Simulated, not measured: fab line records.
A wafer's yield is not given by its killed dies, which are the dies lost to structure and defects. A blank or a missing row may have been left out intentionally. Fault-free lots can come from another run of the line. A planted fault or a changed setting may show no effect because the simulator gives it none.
Chamber matching ; flow sky130 ; 4 sister chambers for SKY_FIELD_ISO_CMP_27 on cmp-02
The step polishes, stops on Si3N4, t overpolish 16 s, target thk 457.8 nm. 8 wafers are shown with their chamber, then 9 later ones without.

WAFERS, EACH WITH ITS CHAMBER
wafer;chamber;motor current A (A);time to endpoint s (s)
L228.1;1;11.9;112
L233.4;1;11.9;111
L234.1;2;9.2;106
L235.3;3;11.1;108
L235.6;0;12.4;109
L241.1;3;10.8;108
L241.2;0;12.8;107
L241.4;2;9.8;103

WAFERS WITH NO CHAMBER GIVEN
wafer;motor current A (A);time to endpoint s (s)
L242.1;12.8;112
L242.2;9.7;104
L242.6;9.9;105
L243.3;10.7;111
L243.4;12.7;117
L243.5;12.0;112
L246.1;12.4;112
L246.5;12.3;109
L246.6;12.8;109

CHAMBER TAKEN BY EACH
wafer;from the rows above;in truth
L242.1;can't be placed: 0 or 1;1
L242.2;2;2
L242.6;2;2
L243.3;can't be placed: 3 or 1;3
L243.4;can't be placed: 1 or 0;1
L243.5;1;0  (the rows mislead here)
L246.1;can't be placed: 1 or 0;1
L246.5;can't be placed: 0 or 1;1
L246.6;0;0
Placed correctly: 3 of 9. Unplaceable from these rows: 5, with the true chamber sitting among the candidates in 5. Wrongly placed: 1.
How it was worked out, from the rows above alone: a wafer's distance from a chamber is the root of the sum, over the readings, of the square of ((its reading less the chamber's mean) divided by the reading's scatter). The wafer belongs to the nearest chamber; if the next one is less than 2 further off, it can't be placed. The mean given for a chamber averages the wafers shown for that chamber. The scatter: the root of (the sum of the squares of (reading less its chamber's mean) over the shown wafers, divided by (wafers less chambers)).
